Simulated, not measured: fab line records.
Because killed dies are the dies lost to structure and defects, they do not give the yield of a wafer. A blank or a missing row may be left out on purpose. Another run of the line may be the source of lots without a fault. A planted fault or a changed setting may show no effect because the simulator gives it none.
Struck lot and sound lot, side by side | flow gf180mcu | 16 steps out of a route of 602
Sound: wafers L992.1, L992.4, L992.6. Wafers L999.2, L999.3, L999.5 were the ones struck. The cause is given at the end.
For every step that has rows: the tool of each side, followed by ch and its chambers, followed by its first start. Under that, the readings that differ: sound wafers | struck wafers | difference of the means | sigmas: that difference in standard deviations of wafers without a fault.
alike: readings whose means differ by less than 2 such deviations, and words and numbers that are the same on both sides. not compared: withheld readings, readings that some wafer has no value for, bounds like >300 that may hide the same value, and numbers for which the record gives no deviation and whose values overlap.
Wherever a step has rows on one side only, a row that says differs or no value, or a row with sigmas, the two part there. Non-overlapping numbers with no deviation appear without sigmas and do not part them. Lack of a reading on every wafer of one side parts them only where that side has two or more wafers.

GF_STI_THK_MEAS_02:
  sound on film-metro-01 at day 2 13:36; struck on film-metro-01 at day 3 23:31
  alike: STI_OXIDATION_THK
then, 1 step without rows for these wafers: GF_STI_CVD_03 (deposits Si3N4 from DCS/NH3, target thk 207.16 nm, time 3551 s).
GF_STI_THK_MEAS_04:
  sound on film-metro-02 at day 2 15:38; struck on film-metro-02 at day 4 01:34
  alike: STI_CVD_03_THK
then, 7 steps without rows for these wafers: GF_STI_DEHYDRATE_05 (time 60 s); GF_STI_HMDS_06 (prime time 60 s); GF_STI_COAT_07 (resist thk 700 nm); GF_STI_SOFTBAKE_08 (time 60 s); GF_STI_EXPOSE_09 (exposes mask COMP, target cd 220 nm); GF_STI_PEB_10 (peb time 90 s); GF_STI_DEVELOP_11 (develop time 60 s).
GF_STI_CD_MEAS_12 targets a cd of 220 nm.
  sound on cd-sem-01 at day 3 04:20; struck on cd-sem-01 at day 4 14:42
  alike: cd-nm
GF_STI_ETCH_13: etches the open film in CHF3/O2, stops on Si, target depth 282.31 nm, time 112.9 s.
  sound on rie-diel-04 ch 0,3, day 3 04:27; struck on rie-diel-01 ch 1,2,3, day 4 14:48
  alike: O2_flow_sccm, bias-w, chamber-pressure-mTorr, drypump-motor-current-A, oes-product-au, throttle-valve-pct
  not compared: rf-hours-counter-h
GF_STI_ETCH_14: etches Si in HBr/Cl2/O2, target depth 360 nm, time 102.9 s.
  sound on rie-si-01 ch 0,1,3, day 3 04:32; struck on rie-si-01 ch 0,1,3, day 4 14:53
  no value came back on the struck wafers for any of 6 readings (HBr_flow_sccm (sccm), O2_flow_sccm (sccm) and others); on the sound wafers HBr_flow_sccm (sccm) reads 149.7 150.0 149.8
  reading                              | sound             | struck            | difference | sigmas
  model.KrF_of_STI_COAT_07.thk-nm (nm) | 321.8 325.9 324.3 | 440.3 442.1 438.2 | +116.2     |
  not compared: rf-hours-counter-h
GF_STI_STRIP_15: strips in O2/N2.
  sound on plasma-asher-03 ch 0,1, day 3 04:37; struck on plasma-asher-02 ch 1, day 4 14:57
  reading                      | sound             | struck            | difference | sigmas
  oes-product-au (a.u.)        | 0.388 0.383 0.387 | 0.425 0.431 0.431 | +0.043     | +10
  strip-time-to-endpoint-s (s) | 3.75 3.79 3.77    | 4.96 4.98 4.92    | +1.18      | +28
  alike: chamber-pressure-mTorr, drypump-motor-current-A, heater-power-w
  not compared: rf-hours-counter-h
then, 1 step without rows for these wafers: GF_STI_CLEAN_16 (cleans in dHF, time 25 s).
-- the record jumps here: 28 days lie between the struck wafers' starts before and after (it left off in module STI and takes up again in module PASSIVATION, whose first step shown is number 602 of the route) --
GF_PASSIVATION_PROBE_99:
  rows exist in the record for the struck wafers here (prober-01, day 32 12:23), but not for the sound ones

WHERE THEY PART
Last at GF_PASSIVATION_PROBE_99 as far as this record goes, first at GF_STI_ETCH_14.

WHY: what the simulator had put in
Step skipped in full: rie-si-01, at GF_STI_ETCH_14, from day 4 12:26 onward. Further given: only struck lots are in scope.
